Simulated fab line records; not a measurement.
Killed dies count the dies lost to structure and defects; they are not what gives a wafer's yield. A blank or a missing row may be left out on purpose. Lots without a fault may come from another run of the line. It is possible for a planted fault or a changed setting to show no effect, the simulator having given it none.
Comparing a struck lot with a sound one	flow sky130	16 out of 708 route steps
Sound: the wafers L248.1, L248.2, L248.6. Struck: wafers L255.3, L255.4 (left out: L255.6, a lot-mate that was not struck); the cause follows at the end.
Order at every step that has rows: each side's tool, ch and its chambers, its first start. Under that, the readings that differ: sound wafers	struck wafers	difference of the means	sigmas: that difference in standard deviations of wafers without a fault.
alike: readings whose means differ by less than 2 such deviations, and words and numbers that are the same on both sides. not compared: withheld readings, readings that some wafer has no value for, bounds like >300 that may hide the same value, and numbers for which the record gives no deviation and whose values overlap.
Wherever a step has rows on one side only, a row that says differs or no value, or a row with sigmas, the two part there. Non-overlapping numbers with no deviation appear without sigmas and do not part them. A reading that every wafer of one side lacks parts them only if that side has two wafers or more.

SKY_SD_N_OVL_MEAS_08:
  struck on overlay-02, day 31 23:25; sound on overlay-01, day 29 23:37
  alike: SD_N_OVL
then, 2 steps without rows for these wafers: SKY_SD_N_IMPLANT_09; SKY_SD_N_IMPLANT_10.
SKY_SD_N_STRIP_11: strips in O2/N2.
  sound on plasma-asher-01 ch 0,1, day 29 23:57; struck on plasma-asher-02 ch 0,1, day 31 23:46
  alike: drypump-motor-current-A, n2-flow-sccm, oes-product-au, strip-time-to-endpoint-s
  not compared: rf-hours-counter-h
SKY_SD_N_TW_MEAS_12:
  struck on film-metro-02, day 31 23:51; sound on film-metro-04, day 30 00:03
reading	sound	struck	difference	sigmas
SD_N_TW	4012 4013 4010	3916 3912	-98	-3
then, 1 step without rows for these wafers: SKY_SD_N_CLEAN_13 (cleans in SC1/SC2, time 150 s).
SKY_SD_N_RTA_14: time 2 s.
  sound on rtp-anneal-02 ch 0, day 30 00:10; struck on rtp-anneal-01 ch 0, day 31 23:58
  alike: lamp-power-pct, ramp-down-c-per-s, wafer_temp_C_max
SKY_SD_N_RS_MEAS_16: measures by four-point-probe.
  struck on film-metro-01, day 32 00:10; sound on film-metro-04, day 30 00:21
  alike: SD_N_RS
SKY_SD_N_RS_MEAS_17: measures by four-point-probe.
  struck on film-metro-01, day 32 00:17; sound on film-metro-04, day 30 00:28
  alike: SD_P_RS
SKY_SD_N_RS_MEAS_18: measures by four-point-probe.
  struck on film-metro-01, day 32 00:24; sound on film-metro-04, day 30 00:35
  alike: RES_XHIGH_RS
then, 1 step without rows for these wafers: SKY_SALICIDE_CLEAN_00 (cleans in HF-last, time 30 s).
SKY_LI_CONTACT_HDPCVD_00: deposits PSG, target thk 930 nm, time 155 s.
  sound on hdpcvd-01 ch 0,2, day 30 00:44; struck on hdpcvd-02 ch 0, day 32 00:30
reading	sound	struck	difference	sigmas
run-length-s (s)	183.3 183.3 183.1	255.9 256.3	+72.9	+99 or more
model.PSG_of_LI_CONTACT_HDPCVD_00.thk-nm (nm)	919.4 922.4 927.8	1362 1373	+444	
SKY_LI_CONTACT_THK_MEAS_01:
  struck on film-metro-02, day 32 00:37; sound on film-metro-04, day 30 00:53
reading	sound	struck	difference	sigmas
LI_CONTACT_HDPCVD_THK (nm)	920 923 927	1361 1374	+444	+52
SKY_LI_CONTACT_CMP_02: polishes PSG.
  sound on cmp-02 ch 0,1,3, day 30 01:08; struck on cmp-01 ch 0,3, day 32 02:17
reading	sound	struck	difference	sigmas
time-to-endpoint-s (s)	32.5 35.0 33.3	73.4 74.1	+40.1	+15
  alike: motor-current-A
SKY_LI_CONTACT_BOW_MEAS_03:
  struck on film-metro-04, day 32 02:37; sound on film-metro-04, day 30 01:20
  alike: LI_CONTACT_BOW
SKY_PAD_OPEN_PROBE_99:
  the record has rows for the sound wafers here (prober-01, day 47 14:00) and none for the struck ones

## WHERE THEY PART
At SKY_SD_N_TW_MEAS_12 first; at SKY_PAD_OPEN_PROBE_99 last (within this record only).

WHY: whatever the simulator had introduced
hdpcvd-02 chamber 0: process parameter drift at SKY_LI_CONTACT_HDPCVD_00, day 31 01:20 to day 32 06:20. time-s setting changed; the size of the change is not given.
